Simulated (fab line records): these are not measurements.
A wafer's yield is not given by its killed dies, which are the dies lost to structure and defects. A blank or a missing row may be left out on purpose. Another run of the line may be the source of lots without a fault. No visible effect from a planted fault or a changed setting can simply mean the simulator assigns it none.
Which tool is to blame?	flow gf180mcu	Sampling: 14 lots, 42 wafers, 5 of 602 route steps

WHAT EACH GAUGE READ, for each wafer
GF_HV_LDD_OVL_MEAS_20.
lot	measured	on	HV_LDD_01_OVL (nm)
L208	day 10 17:57	overlay-01	0.0 -1.2 0.1
L209	day 11 03:42	overlay-01	-1.5 -0.3 0.0
L211	day 11 16:48	overlay-02	0.8 -0.2 2.2
L213	day 12 02:51	overlay-02	2.7 2.7 2.5
L214	day 12 10:14	overlay-01	1.0 1.0 0.2
L217	day 13 12:03	overlay-02	2.7 1.2 1.8
L219	day 14 00:15	overlay-02	0.7 1.3 2.6
L220	day 14 05:28	overlay-02	1.4 1.6 0.6
L221	day 14 13:10	overlay-01	2.7 1.6 1.3
L226	day 16 07:21	overlay-01	1.9 0.6 1.4
L228	day 17 02:00	overlay-02	2.6 2.7 2.0
L229	day 17 16:33	overlay-02	1.8 1.4 1.2
L231	day 18 01:39	overlay-02	-0.5 1.7 2.4
L230	day 18 05:20	overlay-02	0.5 3.0 1.1

GF_HV_LDD_CD_MEAS_31: the cd target is 400 nm.
lot	measured	on	cd-nm (nm)
L208	day 11 12:08	cd-sem-01	399.0 397.3 399.4
L209	day 11 21:44	cd-sem-01	393.7 396.6 395.6
L211	day 12 11:59	cd-sem-01	403.9 403.1 402.9
L213	day 12 22:15	cd-sem-01	403.6 401.7 404.5
L214	day 13 06:11	cd-sem-01	403.1 405.6 403.5
L217	day 14 08:17	cd-sem-01	396.7 399.8 399.7
L219	day 14 21:41	cd-sem-01	401.1 399.8 400.4
L220	day 15 02:09	cd-sem-01	401.8 401.6 403.7
L221	day 15 11:04	cd-sem-02	398.0 399.5 398.5
L226	day 17 06:18	cd-sem-02	398.0 395.4 395.8
L228	day 18 01:14	cd-sem-02	401.2 400.3 398.2
L229	day 18 15:46	cd-sem-02	397.3 399.8 399.7
L231	day 19 01:04	cd-sem-02	397.9 399.2 398.3
L230	day 19 05:49	cd-sem-02	398.8 398.2 396.9

GF_HV_LDD_TW_MEAS_50.
lot	measured	on	HV_LDD_4_TW
L208	day 12 08:11	film-metro-02	567.2 563.2 564.4
L209	day 12 17:50	film-metro-03	563.1 566.7 566.6
L211	day 13 08:52	film-metro-04	569.6 571.6 571.7
L213	day 13 19:27	film-metro-04	570.4 568.7 570.9
L214	day 14 03:52	film-metro-02	565.7 566.0 570.2
L217	day 15 06:35	film-metro-02	559.5 563.2 561.3
L219	day 15 20:38	film-metro-04	564.9 566.4 566.1
L220	day 16 00:25	film-metro-02	563.2 563.0 565.4
L221	day 16 09:38	film-metro-04	566.7 568.7 567.7
L226	day 18 06:39	film-metro-02	566.9 563.3 565.3
L228	day 19 02:03	film-metro-03	863.8 860.6 863.9
L229	day 19 17:51	film-metro-04	860.2 855.5 859.5
L231	day 20 02:44	film-metro-02	564.0 564.9 561.9
L230	day 20 06:37	film-metro-02	563.4 561.2 564.5

GF_HV_LDD_THK_MEAS_57.
lot	measured	on	HV_LDD_CVD_56_THK (nm)
L208	day 12 11:20	film-metro-02	89.6 89.4 89.3
L209	day 12 20:43	film-metro-03	89.5 89.3 88.6
L211	day 13 11:40	film-metro-04	90.9 90.2 90.7
L213	day 13 22:16	film-metro-04	90.8 90.9 90.6
L214	day 14 07:55	film-metro-04	90.3 90.3 90.4
L217	day 15 09:24	film-metro-03	88.9 89.6 89.4
L219	day 16 00:26	film-metro-03	89.6 90.0 90.8
L220	day 16 03:13	film-metro-02	89.1 88.7 89.2
L221	day 16 12:27	film-metro-03	89.3 89.6 89.8
L226	day 18 11:18	film-metro-03	90.4 90.3 91.0
L228	day 19 04:52	film-metro-03	90.0 90.0 90.4
L229	day 19 20:40	film-metro-04	90.1 90.0 89.6
L231	day 20 06:03	film-metro-03	90.0 90.3 90.8
L230	day 20 09:56	film-metro-04	90.7 91.3 91.1

EACH LOT AND THE TOOL THAT RAN IT (in order: tool; ch and the chambers of the sampled wafers; start)
lot	GF_HV_LDD_IMPLANT_48
L208	implanter-03 ch 0, day 12 07:56
L209	implanter-04 ch 0, day 12 17:35
L211	implanter-03 ch 0, day 13 08:37
L213	implanter-04 ch 0, day 13 19:12
L214	implanter-04 ch 0, day 14 03:39
L217	implanter-04 ch 0, day 15 06:20
L219	implanter-02 ch 0, day 15 20:23
L220	implanter-04 ch 0, day 16 00:11
L221	implanter-02 ch 0, day 16 09:25
L226	implanter-04 ch 0, day 18 06:24
L228	implanter-04 ch 0, day 19 01:48
L229	implanter-04 ch 0, day 19 17:36
L231	implanter-03 ch 0, day 20 02:29
L230	implanter-02 ch 0, day 20 06:23
- GF_HV_LDD_IMPLANT_48

WHAT THE TOOLS THEMSELVES READ (means of the sampled wafers that have a number; where no wafer has one, the mark that the record gives instead)
GF_HV_LDD_IMPLANT_48.
lot	tool	dose-ions-cm2	faraday-current-uA	tilt-deg (degrees)
L208	implanter-03	3e+13	171	7.016
L209	implanter-04	3e+13	172	7.022
L211	implanter-03	3e+13	164	7.004
L213	implanter-04	3e+13	173	6.991
L214	implanter-04	3e+13	173	7.009
L217	implanter-04	3e+13	170	6.998
L219	implanter-02	3e+13	164	7.001
L220	implanter-04	3e+13	169	7.035
L221	implanter-02	3e+13	171	7.007
L226	implanter-04	3e+13	170	6.997
L228	implanter-04	1e+14	638	6.999
L229	implanter-04	1e+14	630	7.029
L231	implanter-03	3e+13	169	6.990
L230	implanter-02	3e+13	170	6.971

THE ANSWER, worked out from the rows above alone
Rule: the usual values come from the lots themselves. Put in order of their means at a reading, lots are off if they are a third of the lots or fewer, leave a main group of 4 or more, and stand apart from it by a gap of 3 or more times the standard deviation of the main group's means; of several such gaps the widest counts. The tables above print the reading to a certain number of digits; a main group whose means all agree to those digits is not used. Also off: a lot with no number at a reading for which 4 or more lots have one. Any other lot the step has rows for is counted as sound. After the gauges, taken in route order, come the tools' own readings; for these a lot's mean is taken, as printed above. The first step at which some lot is off is used, and at that step the reading that is off furthest; a lot without a number counts as furthest.
Off: L228, L229, at GF_HV_LDD_TW_MEAS_50 (HV_LDD_4_TW). The main group: mean 565.8, standard deviation 2.7.
If a tool, at a process step before that reading, ran all the lots that are off and no sound lot after the first of them, it fits. The gauges at GF_HV_LDD_TW_MEAS_50 aren't tried: what is off there is off at GF_HV_LDD_IMPLANT_48 too, on other tools, and a gauge's error can't cause that. One fits: implanter-04 at GF_HV_LDD_IMPLANT_48. A fault onset in the window from L226 (day 18 06:24, its last sound lot) to L228 (day 19 01:48, its first lot off) fits.
The tool's own readings at GF_HV_LDD_IMPLANT_48 bear it out: on the lots that are off they differ by more than 5 times the standard deviation of the sound lots' means. dose-ions-cm2 reads 1e+14 there against 3e+13 on the sound lots; faraday-current-uA reads 634 there against 170 on the sound lots.

WHAT THE SIMULATOR HAD PUT IN
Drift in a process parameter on implanter-04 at GF_HV_LDD_IMPLANT_48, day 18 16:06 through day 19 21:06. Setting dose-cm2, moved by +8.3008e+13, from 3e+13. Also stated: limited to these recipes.
Struck lots among those shown: L228, L229. This agrees with what the rule above found.
